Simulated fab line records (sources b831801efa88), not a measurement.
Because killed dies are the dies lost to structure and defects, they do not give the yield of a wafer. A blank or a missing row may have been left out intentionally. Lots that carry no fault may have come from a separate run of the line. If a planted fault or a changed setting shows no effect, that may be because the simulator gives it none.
fab line records -- flow sfq-line
record: lots: 14, wafers: 41, last-day: 81
route steps=325 shown L0@4 M1@65 M3@130 I5@236
lots that met no fault: from a run of the same line without faults
start-h: hours from the record's first day to the start of the lot's first wafer shown -- wait-h: hours since the lot's step before -- " repeats the value in the row above -- L1.1+2: a row that stands for several wafers -- - value missing, or start not given -- * or withheld: withheld -- < > ~ a bound
route shown NAME@n: names a module that has steps shown in the file, with the first one's number in the route -- usual: mean/standard deviation of fault-free wafers -- same: alike in all rows -- chamber/n: place in a boat -- sites: each site's reading -- _std_site: standard deviation of those values -- _edge_site: inner sites' mean taken away from outer sites' mean -- radius-mm: for every site, how far away it sits from the centre of the wafer -- mask NAME#n: copy n -- behind: tool/chamber where the wafer was last shaped -- hold: reason for holding the lot/hours on hold/outcome of the hold -- device: names the non-switching transistor (n, p or np) -- end of line: the same wafers' tests at the end of the route -- for a step that has no rows: nothing shown but its recipe -- killed: not the wafer's yield, but the dies lost to structure and defects at the first sort -- map: shows each die of a wafer: x if killed, . if not, _ if none is there
set.NAME: the setting the step ran with; set.NAME@STEP: the setting that earlier step ran with -- model.NAME: the simulator's own value behind a step, which no gauge read
route steps across a sampled set of lots; one table per step, one row per wafer
services: when a tool's chamber went out of use (start-h, in hours from the record's first day, below 0 if earlier), for how many hours, and the reason
== steps ==
step: SFQ_L0_RS_MEAS_901
recipe: thk-meas-gauge: four-point-probe, reads: MoNx_KI_of_TRILAYER_L0_DEP_SPUTTER_003
usual: L0_MONX_KI_RS: 43.6/0.61
lot.wafer,tool,chamber,start-h,wait-h,L0_MONX_KI_RS[ohm/sq]
L417.4,film-metro-04,-,12.62,0.1,42.7
L417.5,film-metro-04,-,12.62,0.1,42.4
L417.6,film-metro-04,-,12.62,0.1,42.9
L418.3,film-metro-01,-,17.60,0.1,44.0
L418.4,film-metro-01,-,17.60,0.1,43.9
L418.5,film-metro-01,-,17.60,0.1,43.8
L419.3,film-metro-01,-,22.60,0.1,43.8
L419.4,film-metro-01,-,22.60,0.1,43.8
L419.6,film-metro-01,-,22.60,0.1,44.4
L422.2,film-metro-03,-,37.58,0.1,43.7
L422.5,film-metro-03,-,37.58,0.1,43.9
L422.6,film-metro-03,-,37.58,0.1,44.5
L423.1,film-metro-01,-,42.56,0.0,43.7
L423.2,film-metro-01,-,42.56,0.0,44.1
L423.5,film-metro-01,-,42.56,0.0,43.8
L424.3,film-metro-03,-,47.60,0.1,44.5
L424.6,film-metro-03,-,47.60,0.1,44.2
L425.2,film-metro-01,-,52.58,0.1,44.1
L425.3,film-metro-01,-,52.58,0.1,44.0
L425.4,film-metro-01,-,52.58,0.1,43.8
L426.1,film-metro-03,-,57.56,0.0,43.7
L426.3,film-metro-03,-,57.56,0.0,42.5
L426.5,film-metro-03,-,57.56,0.0,42.5
L427.1,film-metro-01,-,62.56,0.0,42.5
L427.2,film-metro-01,-,62.56,0.0,42.7
L427.5,film-metro-01,-,62.56,0.0,42.5
L428.1,film-metro-01,-,67.56,0.0,43.0
L428.2,film-metro-01,-,67.56,0.0,42.8
L428.4,film-metro-01,-,67.56,0.0,42.3
L433.4,film-metro-03,-,92.62,0.1,44.2
L433.5,film-metro-03,-,92.62,0.1,44.2
L433.6,film-metro-03,-,92.62,0.1,43.9
L434.1,film-metro-01,-,97.56,0.0,43.3
L434.4,film-metro-01,-,97.56,0.0,43.7
L434.5,film-metro-01,-,97.56,0.0,43.6
L435.1,film-metro-03,-,102.56,0.0,43.6
L435.2,film-metro-03,-,102.56,0.0,43.5
L435.4,film-metro-03,-,102.56,0.0,43.8
L436.2,film-metro-03,-,107.58,0.1,43.3
L436.3,film-metro-03,-,107.58,0.1,42.8
L436.5,film-metro-03,-,107.58,0.1,43.3
step: SFQ_TRILAYER_M1_LITHO_EXPOSE_040
recipe: mask-id: M1, na: 0.6, source-shape: conventional, sigma-outer: 0.65, target-cd-nm: 500, dose-mj: 14.4
usual: exposure-dose-mJ-cm2: 14.402/0.014
lot.wafer,tool,chamber,start-h,wait-h,mask,exposure-dose-mJ-cm2
L417.4,krf-scanner-01,0,530.85,-,M1#0,14.396
L417.5,krf-scanner-01,0,530.85,-,M1#0,14.411
L417.6,krf-scanner-01,0,530.85,-,M1#0,14.409
L418.3,krf-scanner-01,0,539.05,-,M1#0,14.412
L418.4,krf-scanner-01,0,539.05,-,M1#0,14.415
L418.5,krf-scanner-01,0,539.05,-,M1#0,14.387
L419.3,krf-scanner-01,0,559.45,-,M1#0,14.397
L419.4,krf-scanner-01,0,559.45,-,M1#0,14.394
L419.6,krf-scanner-01,0,559.45,-,M1#0,14.413
L422.2,krf-scanner-02,0,580.54,-,M1#0,14.387
L422.5,krf-scanner-02,0,580.54,-,M1#0,14.377
L422.6,krf-scanner-02,0,580.54,-,M1#0,14.375
L423.1,krf-scanner-02,0,595.94,-,M1#0,14.414
L423.2,krf-scanner-02,0,595.94,-,M1#0,14.411
L423.5,krf-scanner-02,0,595.94,-,M1#0,14.376
L424.3,krf-scanner-02,0,615.54,-,M1#0,18.865
L424.6,krf-scanner-02,0,615.54,-,M1#0,18.886
L425.2,krf-scanner-02,0,627.34,-,M1#0,18.913
L425.3,krf-scanner-02,0,627.34,-,M1#0,18.887
L425.4,krf-scanner-02,0,627.34,-,M1#0,18.893
L426.1,krf-scanner-01,0,636.67,-,M1#0,14.398
L426.3,krf-scanner-01,0,636.67,-,M1#0,14.409
L426.5,krf-scanner-01,0,636.67,-,M1#0,14.391
L427.1,krf-scanner-01,0,641.02,-,M1#0,14.403
L427.2,krf-scanner-01,0,641.02,-,M1#0,14.400
L427.5,krf-scanner-01,0,641.02,-,M1#0,14.421
L428.1,krf-scanner-01,0,645.82,-,M1#0,14.396
L428.2,krf-scanner-01,0,645.82,-,M1#0,14.400
L428.4,krf-scanner-01,0,645.82,-,M1#0,14.413
L433.4,krf-scanner-01,0,684.82,-,M1#0,14.400
L433.5,krf-scanner-01,0,684.82,-,M1#0,14.406
L433.6,krf-scanner-01,0,684.82,-,M1#0,14.382
L434.1,krf-scanner-01,0,693.82,-,M1#0,14.418
L434.4,krf-scanner-01,0,693.82,-,M1#0,14.401
L434.5,krf-scanner-01,0,693.82,-,M1#0,14.409
L435.1,krf-scanner-01,0,702.22,-,M1#0,14.413
L435.2,krf-scanner-01,0,702.22,-,M1#0,14.410
L435.4,krf-scanner-01,0,702.22,-,M1#0,14.394
L436.2,krf-scanner-01,0,707.22,-,M1#0,14.426
L436.3,krf-scanner-01,0,707.22,-,M1#0,14.418
L436.5,krf-scanner-01,0,707.22,-,M1#0,14.408
step: SFQ_TRILAYER_M3_ETCH_METAL_ETCH_078
recipe: target: Nb, stop-on: SiO2, mask-material: PR, chemistry: Cl2/Ar, target-depth-nm: 240, icp-w: 600, bias-w: 80, pressure-mtorr: 10, time-s: 120
usual: drypump-motor-current-A: 6.04/0.28, he-backside-leak-sccm: 3.64/0.16, oes-product-au: 0.895/0.0066
lot.wafer,tool,chamber,start-h,wait-h,drypump-motor-current-A,he-backside-leak-sccm,oes-product-au,rf-hours-counter-h
L417.4,rie-metal-03,0,861.35,0.1,5.74,3.54,0.893,-
L417.5,rie-metal-03,0,861.35,0.1,5.75,3.67,0.887,-
L417.6,rie-metal-03,1,861.35,0.1,6.33,3.61,0.900,-
L418.3,rie-metal-03,1,869.72,0.1,6.33,3.28,0.893,-
L418.4,rie-metal-03,0,869.72,0.1,5.73,3.54,0.890,-
L418.5,rie-metal-03,1,869.72,0.1,6.34,3.51,0.891,-
L419.3,rie-metal-03,1,872.12,0.1,6.32,3.48,0.896,-
L419.4,rie-metal-03,0,872.12,0.1,5.73,3.57,0.885,-
L419.6,rie-metal-03,1,872.12,0.1,6.32,3.59,0.897,-
L422.2,rie-metal-02,1,894.64,0.0,6.20,3.35,0.881,104
L422.5,rie-metal-02,1,894.64,0.0,6.20,3.36,0.882,-
L422.6,rie-metal-02,0,894.64,0.0,6.38,3.66,0.890,-
L423.1,rie-metal-01,0,912.77,0.0,5.69,3.57,0.895,125
L423.2,rie-metal-01,1,912.77,0.0,5.85,3.73,0.898,114
L423.5,rie-metal-01,0,912.77,0.0,5.69,3.59,0.899,-
L424.3,rie-metal-02,1,928.51,0.1,6.23,3.76,0.887,-
L424.6,rie-metal-02,1,928.51,0.1,6.20,3.35,0.895,-
L425.2,rie-metal-03,0,942.32,0.0,5.75,3.58,0.899,108
L425.3,rie-metal-03,0,942.32,0.0,5.75,3.63,0.895,-
L425.4,rie-metal-03,1,942.32,0.0,6.32,3.58,0.898,-
L426.1,rie-metal-03,1,945.92,0.0,6.32,3.59,0.889,97
L426.3,rie-metal-03,1,945.92,0.0,6.32,3.57,0.896,-
L426.5,rie-metal-03,0,945.92,0.0,5.74,3.60,0.897,-
L427.1,rie-metal-02,1,949.52,0.0,6.21,3.63,0.900,114
L427.2,rie-metal-02,0,949.52,0.0,6.37,3.61,0.906,18
L427.5,rie-metal-02,0,949.52,0.0,6.37,3.66,0.899,-
L428.1,rie-metal-01,1,957.92,0.0,5.81,3.73,0.890,120
L428.2,rie-metal-01,0,957.92,0.0,5.69,3.60,0.887,131
L428.4,rie-metal-01,0,957.92,0.0,5.70,3.61,0.891,-
L433.4,rie-metal-01,1,992.76,0.1,5.82,3.71,0.893,-
L433.5,rie-metal-01,1,992.76,0.1,5.80,3.89,0.897,-
L433.6,rie-metal-01,0,992.76,0.1,5.71,3.76,0.880,-
L434.1,rie-metal-02,1,1012.67,0.0,6.23,3.44,0.903,125
L434.4,rie-metal-02,0,1012.67,0.0,6.37,3.49,0.889,-
L434.5,rie-metal-02,0,1012.67,0.0,6.39,3.61,0.892,-
L435.1,rie-metal-02,0,1016.37,0.0,6.36,3.64,0.903,30
L435.2,rie-metal-02,1,1016.37,0.0,6.20,3.87,0.903,125
L435.4,rie-metal-02,0,1016.37,0.0,6.39,3.90,0.896,-
L436.2,rie-metal-01,1,1026.07,0.1,5.81,4.02,0.904,-
L436.3,rie-metal-01,1,1026.07,0.1,5.80,3.95,0.899,-
L436.5,rie-metal-01,1,1026.07,0.1,5.82,3.86,0.914,-
step: SFQ_TRILAYER_I5_BARC_OPEN_VIA_ETCH_200
recipe: mask-material: PR, chemistry: O2, target-depth-nm: 125, target: BARC, source-w: 500, bias-w: 80, pressure-mtorr: 30, time-s: 41.7
usual: drypump-motor-current-A: 5.6/0.55, oes-product-au: 0.685/0.0048
lot.wafer,tool,chamber,start-h,wait-h,drypump-motor-current-A,oes-product-au,rf-hours-counter-h
L417.4,rie-diel-01,1,1307.17,0.0,5.9,0.684,12
L417.5,rie-diel-01,3,1307.17,0.0,4.8,0.687,-
L417.6,rie-diel-01,0,1307.17,0.0,4.8,0.683,-
L418.3,rie-diel-01,2,1310.77,0.0,5.5,0.679,10
L418.4,rie-diel-01,1,1310.77,0.0,5.9,0.685,12
L418.5,rie-diel-01,1,1310.77,0.0,5.9,0.686,-
L419.3,rie-diel-01,1,1317.97,0.0,5.9,0.684,12
L419.4,rie-diel-01,3,1317.97,0.0,4.8,0.685,5
L419.6,rie-diel-01,0,1317.97,0.0,4.8,0.685,-
L422.2,rie-diel-01,1,1325.17,0.0,5.9,0.692,12
L422.5,rie-diel-01,3,1325.17,0.0,4.8,0.681,-
L422.6,rie-diel-01,2,1325.17,0.0,5.5,0.687,-
L423.1,rie-diel-01,0,1372.07,0.0,4.8,0.688,15
L423.2,rie-diel-01,1,1372.07,0.0,5.9,0.685,12
L423.5,rie-diel-01,0,1372.07,0.0,4.8,0.693,-
L424.3,rie-diel-02,1,1373.27,0.0,6.4,0.690,8
L424.6,rie-diel-02,0,1373.27,0.0,5.9,0.690,-
L425.2,rie-diel-01,0,1374.47,0.0,4.8,0.683,15
L425.3,rie-diel-01,1,1374.47,0.0,5.9,0.687,12
L425.4,rie-diel-01,3,1374.47,0.0,4.8,0.683,6
L426.1,rie-diel-04,2,1375.67,0.0,5.5,0.692,16
L426.3,rie-diel-04,0,1375.67,0.0,6.2,0.684,18
L426.5,rie-diel-04,2,1375.67,0.0,5.5,0.678,-
L427.1,rie-diel-02,1,1376.87,0.0,6.4,0.687,8
L427.2,rie-diel-02,0,1376.87,0.0,5.9,0.679,10
L427.5,rie-diel-02,0,1376.87,0.0,5.9,0.687,-
L428.1,rie-diel-04,3,1403.20,0.0,6.4,0.696,12
L428.2,rie-diel-04,1,1403.20,0.0,5.3,0.681,17
L428.4,rie-diel-04,0,1403.20,0.0,6.2,0.680,18
L433.4,rie-diel-01,2,1488.37,0.0,5.5,0.685,13
L433.5,rie-diel-01,3,1488.37,0.0,4.8,0.682,-
L433.6,rie-diel-01,2,1488.37,0.0,5.6,0.687,-
L434.1,rie-diel-02,2,1610.96,0.0,5.5,0.693,18
L434.4,rie-diel-02,1,1610.96,0.0,6.4,0.690,12
L434.5,rie-diel-02,0,1610.96,0.0,5.9,0.683,-
L435.1,rie-diel-04,3,1613.30,0.0,6.4,0.695,14
L435.2,rie-diel-04,2,1613.30,0.0,5.5,0.691,19
L435.4,rie-diel-04,1,1613.30,0.0,5.2,0.684,-
L436.2,rie-diel-02,1,1703.42,0.0,6.4,0.680,12
L436.3,rie-diel-02,2,1703.42,0.0,5.5,0.686,18
L436.5,rie-diel-02,3,1703.42,0.0,5.4,0.676,-
== services ==
tool,chamber,start-h,hours,kind
krf-scanner-01,-,577.05,1.0,pm
krf-scanner-01,-,615.64,1.3,pm
krf-scanner-01,-,616.94,4.0,pm
krf-scanner-01,-,639.07,0.8,pm
krf-scanner-01,-,710.00,6.6,repair
krf-scanner-01,-,746.07,1.0,pm
krf-scanner-01,-,750.67,0.8,pm
krf-scanner-01,-,752.72,1.9,repair
krf-scanner-01,-,769.95,3.6,pm
krf-scanner-01,-,791.54,1.3,pm
krf-scanner-01,-,807.98,0.8,pm
krf-scanner-01,-,877.68,5.8,repair
krf-scanner-01,-,902.65,36.0,pm
krf-scanner-01,-,939.85,1.0,pm
krf-scanner-01,-,940.85,4.4,pm
krf-scanner-01,-,958.04,0.8,repair
krf-scanner-01,-,968.49,1.3,pm
krf-scanner-01,-,976.99,0.8,pm
krf-scanner-01,-,1064.14,3.0,pm
krf-scanner-01,-,1083.94,1.0,pm
krf-scanner-01,-,1143.34,1.3,pm
krf-scanner-01,-,1145.27,0.8,pm
krf-scanner-01,-,1253.23,1.0,pm
krf-scanner-01,-,1261.41,7.2,pm
== key ==
first-sign: step: SFQ_TRILAYER_M1_LITHO_EXPOSE_040, reading: exposure-dose-mJ-cm2, direction: up, sigmas: 99+, usual: 14.402, struck: 18.889
effect none on later readings
met-at SFQ_TRILAYER_M1_LITHO_EXPOSE_040
struck-lots L424,L425
not-acting-at SFQ_L0_RS_MEAS_901,SFQ_TRILAYER_M3_ETCH_METAL_ETCH_078,SFQ_TRILAYER_I5_BARC_OPEN_VIA_ETCH_200
onset-between 595.94 615.54
fault: kind: process-parameter-drift, tool: krf-scanner-02, chamber: -, onset-h: 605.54, steps: SFQ_TRILAYER_M1_LITHO_EXPOSE_040, channel: dose-mj, offset: 4.4954, shape: step, acts-in: these-recipes-only, stated: 14.4
